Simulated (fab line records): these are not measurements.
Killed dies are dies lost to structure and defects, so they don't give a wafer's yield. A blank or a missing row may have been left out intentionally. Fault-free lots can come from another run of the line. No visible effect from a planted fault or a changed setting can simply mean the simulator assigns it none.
fab line records    flow sky130
record: lots: 24  wafers: 72  lastDay: 50
route steps=708 shown VIA1@473 VIA2@510 METAL3@534 VIA3@587 VIA4@651
lots with no fault: from the same line, run without faults
startH: start of the lot's first displayed wafer, in hours after the record's first day    waitH: time in hours since the lot's previous step    " unchanged from the row above    L1.1+2: several wafers, shown together as one row    - no value, or no start given    * or withheld: withheld    < > ~ a bound
route shown NAME@n: names a module that has steps shown in the file, with the first one's number in the route    usual: average and standard deviation across the fault-free wafers    same: alike in all rows    chamber/n: place in a boat    sites: readings site by site    _std_site: their standard deviation    _edge_site: mean of outer sites minus mean of inner sites    radiusMm: how far each site lies from the wafer's centre    mask NAME#n: copy n    behind: the most recent tool/chamber to have shaped the wafer    hold: why the lot went on hold/how many hours it stayed there/how the hold came to an end    device: transistor that didn't switch, given as n, p or np    end of line: at the end of the route, the tests of the same wafers    a step with no rows: only its recipe    killed: dies that structure and defects cost at the first sort, which is not the same as the wafer's yield    map: shows each die of a wafer: x if killed, . if not, _ if none is there
set.NAME: the run value of the setting; set.NAME@STEP: its run value at that earlier step    model.NAME: the simulator's own value behind a step, which no gauge read
the route's steps for a sample of lots (tables are steps, rows are wafers)
services: a tool's chamber out of use, with start hour (startH, from the record's first day; less than 0 if before it), hours out, and reason
== steps ==
step: SKY_VIA1_ETCH_15
recipe: target: SiO2  chemistry: C4F8/O2/Ar  targetDepthNm: 351  stopOn: TiN  maskMaterial: KrF-thick  sourceW: 1500  biasW: 1200  pressureMtorr: 40  c4f8FlowSccm: withheld  O2_flow_sccm: 6  Ar_flow_sccm: 300  timeS: 54
usual: chamberPressureMTorr: 40.00/0.033  oesProductAu: 0.981/0.0061
lot.wafer  tool        chamber  startH  waitH  chamberPressureMTorr  oesProductAu  rfHoursCounterH
L074.1     rieDiel-04  2        788.96  0.0    40.00                 0.978         14
L074.2     "           1        "       "      40.05                 0.985         14
L074.3     "           3        "       "      40.02                 0.981         12
L075.1     rieDiel-04  2        795.14  0.0    40.02                 0.979         14
L075.3     "           3        "       "      40.05                 0.984         12
L075.6     "           1        "       "      40.00                 0.986         -
L076.4     rieDiel-04  1        808.83  0.0    39.99                 0.988         -
L076.5     "           3        "       "      40.03                 0.986         -
L076.6     "           2        "       "      40.01                 0.985         -
L077.1     rieDiel-03  2        825.89  0.0    40.03                 0.984         18
L077.2     "           3        "       "      40.03                 0.982         10
L077.3     "           0        "       "      40.06                 0.973         8
L078.1     rieDiel-03  2        827.41  0.0    39.96                 0.976         19
L078.2     "           0        "       "      40.03                 0.977         8
L078.5     "           2        "       "      39.99                 0.978         -
L080.1     rieDiel-04  0        833.36  0.0    40.00                 0.967         0
L080.2     "           2        "       "      39.93                 0.972         16
L080.5     "           3        "       "      39.94                 0.985         -
L079.2     rieDiel-04  2        834.81  0.0    40.01                 0.973         16
L079.3     "           1        "       "      39.98                 0.979         16
L079.6     "           0        "       "      40.04                 0.980         -
L081.1     rieDiel-03  1        843.01  0.0    39.97                 0.977         9
L081.2     "           0        "       "      39.99                 0.975         8
L081.6     "           0        "       "      40.01                 0.972         -
L082.1     rieDiel-01  2        866.34  0.0    40.02                 0.985         3
L082.3     "           1        "       "      40.01                 0.977         4
L082.6     "           3        "       "      40.04                 0.985         -
L084.3     rieDiel-01  0        869.07  0.0    40.09                 0.978         4
L084.4     "           1        "       "      39.97                 0.987         4
L084.6     "           3        "       "      39.99                 0.985         -
L083.3     rieDiel-04  1        874.34  0.0    39.97                 0.988         17
L083.4     "           2        "       "      40.00                 0.982         17
L083.5     "           2        "       "      39.95                 0.980         -
L085.1     rieDiel-04  3        882.42  0.0    39.96                 0.984         16
L085.4     "           2        "       "      40.00                 0.980         17
L085.5     "           2        "       "      40.10                 0.982         -
L086.2     rieDiel-04  0        883.46  0.0    39.92                 0.970         2
L086.3     "           1        "       "      40.02                 0.981         17
L086.4     "           2        "       "      40.06                 0.973         17
L087.1     rieDiel-01  3        894.29  0.0    39.95                 0.981         1
L087.3     "           0        "       "      40.01                 0.986         5
L087.4     "           2        "       "      39.97                 0.964         4
L088.3     rieDiel-01  1        901.32  0.0    40.00                 0.982         5
L088.4     "           2        "       "      39.98                 0.980         4
L088.6     "           0        "       "      40.02                 0.984         -
L089.3     rieDiel-03  1        904.92  0.0    39.95                 0.977         11
L089.4     "           3        "       "      39.96                 0.988         12
L089.6     "           0        "       "      40.02                 0.975         -
L090.2     rieDiel-03  1        910.11  0.0    39.99                 0.972         11
L090.3     "           3        "       "      39.95                 0.988         12
L090.4     "           2        "       "      39.99                 0.977         21
L091.2     rieDiel-01  1        921.42  0.0    40.05                 0.981         5
L091.4     "           0        "       "      40.04                 0.990         5
L091.6     "           1        "       "      39.98                 0.986         -
L092.2     rieDiel-03  3        929.72  0.0    39.99                 0.973         12
L092.3     "           0        "       "      40.03                 0.985         10
L092.6     "           1        "       "      40.01                 0.974         -
L094.2     rieDiel-04  0        937.67  0.0    39.99                 0.977         3
L094.3     "           2        "       "      39.95                 0.981         19
L094.5     "           3        "       "      40.00                 0.987         -
L095.1     rieDiel-01  3        944.67  0.0    40.02                 0.981         3
L095.2     "           1        "       "      39.92                 0.981         6
L095.4     "           0        "       "      40.00                 0.988         6
L093.1     rieDiel-04  3        944.74  0.0    40.06                 0.988         18
L093.3     "           1        "       "      39.97                 0.982         19
L093.5     "           1        "       "      40.03                 0.978         -
L096.1     rieDiel-04  1        951.07  0.0    40.03                 0.982         19
L096.2     "           2        "       "      39.96                 0.971         19
L096.4     "           0        "       "      40.03                 0.973         3
L097.1     rieDiel-01  0        958.17  0.0    40.02                 0.991         6
L097.4     "           3        "       "      39.99                 0.986         3
L097.5     "           0        "       "      40.00                 0.985         -
step: SKY_VIA2_BOW_MEAS_03
recipe: mode: bow
usual: VIA2_BOW: 85/6.7
lot.wafer  tool          chamber  startH  waitH  VIA2_BOW[um]
L074.1     filmMetro-04  -        818.48  0.1    91
L074.2     "             -        "       "      92
L074.3     "             -        "       "      89
L075.1     filmMetro-04  -        823.33  0.2    81
L075.3     "             -        "       "      86
L075.6     "             -        "       "      94
L076.4     filmMetro-02  -        837.59  0.2    91
L076.5     "             -        "       "      74
L076.6     "             -        "       "      79
L077.1     filmMetro-02  -        855.49  0.2    87
L077.2     "             -        "       "      84
L077.3     "             -        "       "      78
L078.1     filmMetro-03  -        856.30  0.1    88
L078.2     "             -        "       "      87
L078.5     "             -        "       "      94
L080.1     filmMetro-03  -        862.71  0.2    93
L080.2     "             -        "       "      76
L080.5     "             -        "       "      86
L079.2     filmMetro-03  -        864.44  0.2    74
L079.3     "             -        "       "      88
L079.6     "             -        "       "      79
L081.1     filmMetro-02  -        872.53  0.1    71
L081.2     "             -        "       "      81
L081.6     "             -        "       "      75
L082.1     filmMetro-03  -        895.43  0.2    96
L082.3     "             -        "       "      96
L082.6     "             -        "       "      92
L084.3     filmMetro-04  -        897.27  0.3    84
L084.4     "             -        "       "      86
L084.6     "             -        "       "      90
L083.3     filmMetro-03  -        903.52  0.2    91
L083.4     "             -        "       "      88
L083.5     "             -        "       "      80
L085.1     filmMetro-04  -        910.82  0.1    95
L085.4     "             -        "       "      74
L085.5     "             -        "       "      92
L086.2     filmMetro-02  -        911.93  0.3    91
L086.3     "             -        "       "      81
L086.4     "             -        "       "      90
L087.1     filmMetro-04  -        922.61  0.2    84
L087.3     "             -        "       "      100
L087.4     "             -        "       "      90
L088.3     filmMetro-04  -        928.97  0.2    89
L088.4     "             -        "       "      90
L088.6     "             -        "       "      97
L089.3     filmMetro-02  -        933.27  0.2    89
L089.4     "             -        "       "      70
L089.6     "             -        "       "      75
L090.2     filmMetro-03  -        937.84  0.2    85
L090.3     "             -        "       "      85
L090.4     "             -        "       "      86
L091.2     filmMetro-02  -        949.42  0.1    89
L091.4     "             -        "       "      86
L091.6     "             -        "       "      88
L092.2     filmMetro-04  -        957.01  0.1    95
L092.3     "             -        "       "      79
L092.6     "             -        "       "      81
L094.2     filmMetro-02  -        964.94  0.3    85
L094.3     "             -        "       "      90
L094.5     "             -        "       "      94
L093.1     filmMetro-02  -        971.76  0.2    93
L093.3     "             -        "       "      85
L093.5     "             -        "       "      88
L095.1     filmMetro-02  -        972.46  0.1    81
L095.2     "             -        "       "      84
L095.4     "             -        "       "      90
L096.1     filmMetro-02  -        977.98  0.1    88
L096.2     "             -        "       "      89
L096.4     "             -        "       "      86
L097.1     filmMetro-02  -        984.88  0.2    77
L097.4     "             -        "       "      86
L097.5     "             -        "       "      83
step: SKY_METAL3_SPUTTER_02
recipe: material: AlCu  targetThkNm: 735  powerW: 10600  timeS: 39.1  chamberPressurePa: 0.4
usual: throttleValvePct: 30.0/1.1
lot.wafer  tool           chamber  startH   waitH  throttleValvePct
L074.1     pvdSputter-02  -        847.17   0.0    30.7
L074.2     "              -        "        "      30.5
L074.3     "              -        "        "      27.9
L075.1     pvdSputter-04  -        851.73   0.0    30.4
L075.3     "              -        "        "      28.4
L075.6     "              -        "        "      30.3
L076.4     pvdSputter-02  -        865.01   0.0    30.1
L076.5     "              -        "        "      27.8
L076.6     "              -        "        "      30.7
L077.1     pvdSputter-03  -        883.44   0.0    31.6
L077.2     "              -        "        "      29.8
L077.3     "              -        "        "      30.9
L078.1     pvdSputter-02  -        884.34   0.0    30.0
L078.2     "              -        "        "      28.0
L078.5     "              -        "        "      30.2
L080.1     pvdSputter-03  -        890.40   0.0    31.5
L080.2     "              -        "        "      28.8
L080.5     "              -        "        "      31.0
L079.2     pvdSputter-03  -        891.96   0.0    30.8
L079.3     "              -        "        "      29.1
L079.6     "              -        "        "      28.9
L081.1     pvdSputter-04  -        900.04   0.0    30.3
L081.2     "              -        "        "      29.6
L081.6     "              -        "        "      30.4
L082.1     pvdSputter-02  -        922.45   0.0    30.6
L082.3     "              -        "        "      27.8
L082.6     "              -        "        "      27.9
L084.3     pvdSputter-03  -        923.81   0.0    31.5
L084.4     "              -        "        "      31.0
L084.6     "              -        "        "      29.5
L083.3     pvdSputter-03  -        929.64   0.0    28.9
L083.4     "              -        "        "      30.7
L083.5     "              -        "        "      30.9
L085.1     pvdSputter-02  -        936.92   0.0    27.8
L085.4     "              -        "        "      29.9
L085.5     "              -        "        "      27.9
L086.2     pvdSputter-02  -        938.26   0.0    29.9
L086.3     "              -        "        "      28.1
L086.4     "              -        "        "      30.3
L087.1     pvdSputter-03  -        949.13   0.0    28.6
L087.3     "              -        "        "      31.0
L087.4     "              -        "        "      31.8
L088.3     pvdSputter-02  -        955.16   0.0    30.1
L088.4     "              -        "        "      30.6
L088.6     "              -        "        "      30.8
L089.3     pvdSputter-04  -        958.62   0.0    30.2
L089.4     "              -        "        "      29.4
L089.6     "              -        "        "      30.4
L090.2     pvdSputter-03  -        963.20   0.0    31.6
L090.3     "              -        "        "      28.7
L090.4     "              -        "        "      29.4
L091.2     pvdSputter-03  -        974.71   0.0    30.7
L091.4     "              -        "        "      28.8
L091.6     "              -        "        "      31.8
L092.2     pvdSputter-03  -        982.66   0.0    30.6
L092.3     "              -        "        "      31.9
L092.6     "              -        "        "      29.6
L094.2     pvdSputter-03  -        990.08   0.0    31.0
L094.3     "              -        "        "      28.8
L094.5     "              -        "        "      28.7
L093.1     pvdSputter-02  -        996.70   0.0    30.2
L093.3     "              -        "        "      28.0
L093.5     "              -        "        "      30.0
L095.1     pvdSputter-02  -        997.42   0.0    27.8
L095.2     "              -        "        "      30.1
L095.4     "              -        "        "      30.8
L096.1     pvdSputter-04  -        1002.98  0.0    28.4
L096.2     "              -        "        "      29.4
L096.4     "              -        "        "      30.5
L097.1     pvdSputter-02  -        1009.60  0.0    30.2
L097.4     "              -        "        "      30.4
L097.5     "              -        "        "      30.8
step: SKY_METAL3_SPUTTER_03
recipe: material: Ti  targetThkNm: 5  powerW: 3000  timeS: 3.3  chamberPressurePa: 0.4
usual: throttleValvePct: 30.0/1.1
lot.wafer  tool           chamber  startH   waitH  throttleValvePct
L074.1     pvdSputter-02  -        847.21   0.0    31.0
L074.2     "              -        "        "      30.3
L074.3     "              -        "        "      27.9
L075.1     pvdSputter-04  -        851.77   0.0    30.2
L075.3     "              -        "        "      28.4
L075.6     "              -        "        "      30.3
L076.4     pvdSputter-02  -        865.05   0.0    30.2
L076.5     "              -        "        "      28.1
L076.6     "              -        "        "      30.8
L077.1     pvdSputter-03  -        883.48   0.0    31.5
L077.2     "              -        "        "      29.8
L077.3     "              -        "        "      30.9
L078.1     pvdSputter-02  -        884.38   0.0    30.2
L078.2     "              -        "        "      28.1
L078.5     "              -        "        "      30.1
L080.1     pvdSputter-03  -        890.43   0.0    31.6
L080.2     "              -        "        "      28.5
L080.5     "              -        "        "      30.8
L079.2     pvdSputter-03  -        892.00   0.0    30.7
L079.3     "              -        "        "      29.0
L079.6     "              -        "        "      29.1
L081.1     pvdSputter-04  -        900.08   0.0    30.2
L081.2     "              -        "        "      29.4
L081.6     "              -        "        "      30.4
L082.1     pvdSputter-02  -        922.49   0.0    30.3
L082.3     "              -        "        "      27.9
L082.6     "              -        "        "      27.9
L084.3     pvdSputter-03  -        923.85   0.0    31.7
L084.4     "              -        "        "      30.8
L084.6     "              -        "        "      29.4
L083.3     pvdSputter-03  -        929.67   0.0    29.1
L083.4     "              -        "        "      31.1
L083.5     "              -        "        "      30.9
L085.1     pvdSputter-02  -        936.96   0.0    28.1
L085.4     "              -        "        "      30.1
L085.5     "              -        "        "      27.8
L086.2     pvdSputter-02  -        938.30   0.0    30.2
L086.3     "              -        "        "      28.0
L086.4     "              -        "        "      30.5
L087.1     pvdSputter-03  -        949.17   0.0    28.6
L087.3     "              -        "        "      30.7
L087.4     "              -        "        "      31.6
L088.3     pvdSputter-02  -        955.20   0.0    30.1
L088.4     "              -        "        "      30.8
L088.6     "              -        "        "      30.8
L089.3     pvdSputter-04  -        958.66   0.0    30.3
L089.4     "              -        "        "      29.6
L089.6     "              -        "        "      30.3
L090.2     pvdSputter-03  -        963.24   0.0    31.9
L090.3     "              -        "        "      28.7
L090.4     "              -        "        "      29.8
L091.2     pvdSputter-03  -        974.75   0.0    31.0
L091.4     "              -        "        "      29.0
L091.6     "              -        "        "      31.5
L092.2     pvdSputter-03  -        982.69   0.0    30.6
L092.3     "              -        "        "      31.6
L092.6     "              -        "        "      29.7
L094.2     pvdSputter-03  -        990.12   0.0    30.9
L094.3     "              -        "        "      28.5
L094.5     "              -        "        "      28.6
L093.1     pvdSputter-02  -        996.74   0.0    30.3
L093.3     "              -        "        "      27.9
L093.5     "              -        "        "      30.2
L095.1     pvdSputter-02  -        997.46   0.0    27.9
L095.2     "              -        "        "      30.3
L095.4     "              -        "        "      30.8
L096.1     pvdSputter-04  -        1003.02  0.0    28.3
L096.2     "              -        "        "      29.5
L096.4     "              -        "        "      30.5
L097.1     pvdSputter-02  -        1009.64  0.0    30.4
L097.4     "              -        "        "      30.4
L097.5     "              -        "        "      30.9
step: SKY_VIA3_ETCH_14
recipe: chemistry: N2/H2  target: BARC  ionEnergyEv: 200  sourceW: 500  biasW: 100  pressureMtorr: 30  n2FlowSccm: 100  h2FlowSccm: 200  stopOn: SiO2  timeS: 45.9  targetDepthA: 600
usual: chamberPressureMTorr: 29.998/0.028  drypumpMotorCurrentA: 5.6/0.68  oesProductAu: 0.854/0.0048  throttleValvePct: 13.226/0.0094
lot.wafer  tool        chamber  startH   waitH  chamberPressureMTorr  drypumpMotorCurrentA  oesProductAu  rfHoursCounterH  throttleValvePct
L074.1     rieDiel-04  2        926.97   0.0    30.018                6.5                   0.854         19               13.234
L074.2     "           0        "        "      30.014                5.6                   0.850         3                13.230
L074.3     "           3        "        "      29.991                5.9                   0.857         17               13.225
L075.1     rieDiel-01  3        931.55   0.0    29.959                5.1                   0.847         2                13.218
L075.3     "           0        "        "      29.960                6.1                   0.846         6                13.231
L075.6     "           3        "        "      29.997                5.1                   0.856         -                13.224
L076.4     rieDiel-04  3        943.67   0.0    29.954                5.9                   0.854         17               13.222
L076.5     "           3        "        "      29.965                5.9                   0.855         -                13.219
L076.6     "           2        "        "      29.988                6.5                   0.858         -                13.225
L077.1     rieDiel-02  0        960.50   0.0    30.006                5.2                   0.857         26               13.235
L077.2     "           2        "        "      30.040                6.6                   0.855         6                13.222
L077.3     "           1        "        "      30.076                4.8                   0.853         9                13.245
L078.1     rieDiel-04  1        961.65   0.0    29.973                5.0                   0.854         19               13.232
L078.2     "           3        "        "      30.006                5.9                   0.859         18               13.232
L078.5     "           2        "        "      30.034                6.5                   0.855         -                13.221
L080.1     rieDiel-04  3        967.12   0.0    30.013                5.9                   0.858         18               13.234
L080.2     "           2        "        "      29.983                6.4                   0.848         20               13.223
L080.5     "           1        "        "      29.942                5.1                   0.849         -                13.222
L079.2     rieDiel-02  3        968.45   0.0    30.038                4.8                   0.858         24               13.220
L079.3     "           1        "        "      30.022                4.8                   0.852         9                13.230
L079.6     "           0        "        "      29.977                5.2                   0.858         -                13.216
L081.1     rieDiel-02  2        976.25   0.0    30.004                6.6                   0.853         6                13.221
L081.2     "           3        "        "      30.009                4.8                   0.852         24               13.221
L081.6     "           3        "        "      30.005                4.8                   0.854         -                13.238
L082.1     rieDiel-04  2        996.92   0.0    29.989                6.4                   0.855         21               13.225
L082.3     "           3        "        "      29.974                5.9                   0.859         19               13.216
L082.6     "           3        "        "      29.946                5.9                   0.853         -                13.220
L084.3     rieDiel-04  0        999.37   0.0    30.006                5.5                   0.853         5                13.205
L084.4     "           3        "        "      29.988                5.8                   0.860         19               13.230
L084.6     "           1        "        "      29.929                5.1                   0.854         -                13.226
L083.3     rieDiel-02  3        1004.55  0.0    29.999                4.8                   0.853         25               13.226
L083.4     "           2        "        "      30.004                6.6                   0.856         8                13.239
L083.5     "           3        "        "      29.957                4.8                   0.853         -                13.219
L085.1     rieDiel-04  1        1011.05  0.0    29.999                5.1                   0.863         21               13.232
L085.4     "           3        "        "      30.020                5.9                   0.849         20               13.235
L085.5     "           3        "        "      29.986                5.9                   0.860         -                13.236
L086.2     rieDiel-04  0        1012.20  0.0    30.003                5.5                   0.863         5                13.227
L086.3     "           2        "        "      30.024                6.4                   0.857         22               13.233
L086.4     "           3        "        "      29.987                5.8                   0.853         20               13.220
L087.1     rieDiel-02  1        1022.25  0.0    29.964                4.8                   0.853         11               13.243
L087.3     "           0        "        "      30.013                5.2                   0.853         27               13.242
L087.4     "           2        "        "      29.972                6.6                   0.857         8                13.233
L088.3     rieDiel-02  2        1028.15  0.0    29.983                6.6                   0.856         9                13.233
L088.4     "           3        "        "      29.989                4.8                   0.842         26               13.237
L088.6     "           3        "        "      29.958                4.8                   0.856         -                13.230
L089.3     rieDiel-01  3        1030.62  0.0    29.981                5.1                   0.850         5                13.219
L089.4     "           0        "        "      29.992                6.1                   0.855         8                13.227
L089.6     "           3        "        "      30.022                5.1                   0.857         -                13.228
L090.2     rieDiel-01  3        1036.27  0.0    30.012                5.1                   0.849         5                13.214
L090.3     "           1        "        "      30.018                5.1                   0.854         9                13.224
L090.4     "           0        "        "      29.975                6.1                   0.849         9                13.238
L091.2     rieDiel-01  0        1046.05  0.0    29.994                6.1                   0.850         9                13.224
L091.4     "           1        "        "      30.018                5.1                   0.853         10               13.233
L091.6     "           2        "        "      29.972                6.7                   0.858         -                13.216
L092.2     rieDiel-04  2        1054.27  0.0    29.999                6.4                   0.859         23               13.226
L092.3     "           3        "        "      30.009                5.9                   0.854         21               13.213
L092.6     "           1        "        "      29.966                5.1                   0.858         -                13.215
L094.2     rieDiel-02  1        1060.67  0.0    30.026                4.8                   0.859         12               13.245
L094.3     "           0        "        "      29.997                5.2                   0.858         29               13.235
L094.5     "           0        "        "      30.003                5.2                   0.849         -                13.214
L093.1     rieDiel-02  0        1065.85  0.0    29.981                5.2                   0.856         29               13.240
L093.3     "           1        "        "      30.018                4.8                   0.854         13               13.226
L093.5     "           2        "        "      30.044                6.6                   0.858         -                13.223
L095.1     rieDiel-02  0        1067.02  0.0    29.965                5.2                   0.851         29               13.234
L095.2     "           2        "        "      29.985                6.6                   0.850         10               13.222
L095.4     "           1        "        "      29.983                4.8                   0.849         -                13.207
L096.1     rieDiel-02  0        1072.42  0.0    30.034                5.2                   0.865         29               13.232
L096.2     "           1        "        "      30.025                4.8                   0.851         13               13.231
L096.4     "           2        "        "      29.975                6.6                   0.852         -                13.230
L097.1     rieDiel-02  1        1077.57  0.0    30.064                4.8                   0.847         13               13.246
L097.4     "           2        "        "      29.968                6.6                   0.850         -                13.215
L097.5     "           1        "        "      29.932                4.8                   0.852         -                13.213
step: SKY_VIA4_ETCH_12
recipe: target: SiO2  chemistry: C4F8/O2/Ar  stopOn: TiN  maskMaterial: NOVOLAK  sourceW: 1500  biasW: 1200  pressureMtorr: 40  c4f8FlowSccm: withheld  O2_flow_sccm: 6  Ar_flow_sccm: 300  timeS: withheld  targetDepthA: 5800
usual: chamberPressureMTorr: 40.00/0.038  oesProductAu: 0.925/0.0046
lot.wafer  tool        chamber  startH   waitH  chamberPressureMTorr  oesProductAu
L074.1     rieDiel-04  3        1003.43  0.0    40.07                 0.931
L074.2     "           1        "        "      40.00                 0.924
L074.3     "           2        "        "      39.94                 0.929
L075.1     rieDiel-03  3        1005.53  0.0    40.01                 0.921
L075.3     "           0        "        "      40.01                 0.926
L075.6     "           1        "        "      40.03                 0.923
L076.4     rieDiel-04  2        1018.90  0.0    39.95                 0.926
L076.5     "           1        "        "      39.98                 0.936
L076.6     "           0        "        "      40.01                 0.919
L077.1     rieDiel-04  1        1033.98  0.0    40.09                 0.924
L077.2     "           0        "        "      39.96                 0.925
L077.3     "           2        "        "      39.95                 0.928
L078.1     rieDiel-03  1        1035.68  0.0    40.03                 0.928
L078.2     "           2        "        "      40.00                 0.926
L078.5     "           3        "        "      39.94                 0.927
L080.1     rieDiel-03  0        1041.08  0.0    39.91                 0.917
L080.2     "           2        "        "      40.03                 0.930
L080.5     "           1        "        "      40.00                 0.920
L079.2     rieDiel-04  0        1041.65  0.0    40.02                 0.930
L079.3     "           3        "        "      40.01                 0.927
L079.6     "           1        "        "      40.02                 0.927
L081.1     rieDiel-04  0        1049.25  0.0    39.97                 0.923
L081.2     "           2        "        "      40.01                 0.920
L081.6     "           2        "        "      39.93                 0.928
L082.1     rieDiel-04  3        1067.00  0.0    39.99                 0.915
L082.3     "           0        "        "      40.01                 0.925
L082.6     "           2        "        "      40.05                 0.933
L084.3     rieDiel-04  3        1069.75  0.0    39.99                 0.935
L084.4     "           1        "        "      40.01                 0.919
L084.6     "           0        "        "      40.01                 0.927
L083.3     rieDiel-03  3        1074.20  0.0    39.92                 0.922
L083.4     "           3        "        "      39.99                 0.939
L083.5     "           2        "        "      40.01                 0.925
L085.1     rieDiel-03  1        1081.55  0.0    40.06                 0.929
L085.4     "           1        "        "      40.01                 0.925
L085.5     "           3        "        "      40.03                 0.924
L086.2     rieDiel-02  2        1082.55  0.0    40.01                 0.925
L086.3     "           0        "        "      39.99                 0.925
L086.4     "           0        "        "      39.97                 0.925
L087.1     rieDiel-03  1        1091.60  0.0    39.96                 0.926
L087.3     "           3        "        "      39.98                 0.921
L087.4     "           1        "        "      39.91                 0.921
L088.3     rieDiel-02  0        1094.55  0.0    39.94                 0.922
L088.4     "           0        "        "      39.98                 0.917
L088.6     "           2        "        "      40.02                 0.929
L089.3     rieDiel-02  0        1098.53  0.0    39.94                 0.923
L089.4     "           0        "        "      39.97                 0.920
L089.6     "           1        "        "      39.93                 0.925
L090.2     rieDiel-03  1        1103.95  0.0    39.95                 0.922
L090.3     "           0        "        "      39.95                 0.923
L090.4     "           3        "        "      39.97                 0.929
L091.2     rieDiel-04  3        1111.50  0.0    39.96                 0.932
L091.4     "           2        "        "      39.97                 0.924
L091.6     "           3        "        "      40.05                 0.927
L092.2     rieDiel-02  2        1118.88  0.0    39.99                 0.922
L092.3     "           0        "        "      39.99                 0.923
L092.6     "           2        "        "      39.97                 0.928
L094.2     rieDiel-02  0        1126.50  0.0    39.96                 0.924
L094.3     "           2        "        "      40.04                 0.927
L094.5     "           2        "        "      40.02                 0.927
L093.1     rieDiel-04  1        1130.55  0.0    40.06                 0.934
L093.3     "           2        "        "      40.01                 0.920
L093.5     "           1        "        "      39.93                 0.923
L095.1     rieDiel-02  2        1131.45  0.0    39.96                 0.929
L095.2     "           1        "        "      39.99                 0.920
L095.4     "           2        "        "      39.99                 0.918
L096.1     rieDiel-02  0        1136.15  0.0    40.01                 0.922
L096.2     "           2        "        "      39.99                 0.922
L096.4     "           0        "        "      39.98                 0.928
L097.1     rieDiel-03  2        1140.23  0.0    40.01                 0.923
L097.4     "           1        "        "      39.98                 0.933
L097.5     "           1        "        "      40.01                 0.925
== services ==
tool           chamber  startH   hours  kind
rieDiel-04     0        786.20   11.6   repair
pvdSputter-03  -        806.46   5.6    repair
rieDiel-03     0        806.83   4.2    repair
rieDiel-03     -        809.67   0.3    repair
rieDiel-03     0        812.43   3.7    repair
rieDiel-02     -        816.89   6.3    repair
pvdSputter-02  -        819.61   9.3    repair
pvdSputter-02  -        821.36   15.1   repair
rieDiel-03     0        831.37   6.7    repair
rieDiel-04     0        834.93   7.8    repair
pvdSputter-02  -        867.83   2.4    repair
pvdSputter-03  -        924.54   0.7    repair
rieDiel-02     1        940.97   7.1    repair
pvdSputter-03  -        953.60   6.0    repair
pvdSputter-03  -        954.75   1.9    repair
rieDiel-02     0        980.81   16.0   repair
rieDiel-02     3        987.27   14.8   repair
rieDiel-02     3        1043.51  118.2  repair
pvdSputter-02  -        1047.64  4.9    repair
rieDiel-04     2        1068.15  3.8    repair
rieDiel-03     0        1071.10  20.6   repair
pvdSputter-03  -        1085.15  4.0    repair
rieDiel-02     0        1086.20  4.1    repair
pvdSputter-02  -        1103.67  3.2    repair
== key ==
fault none
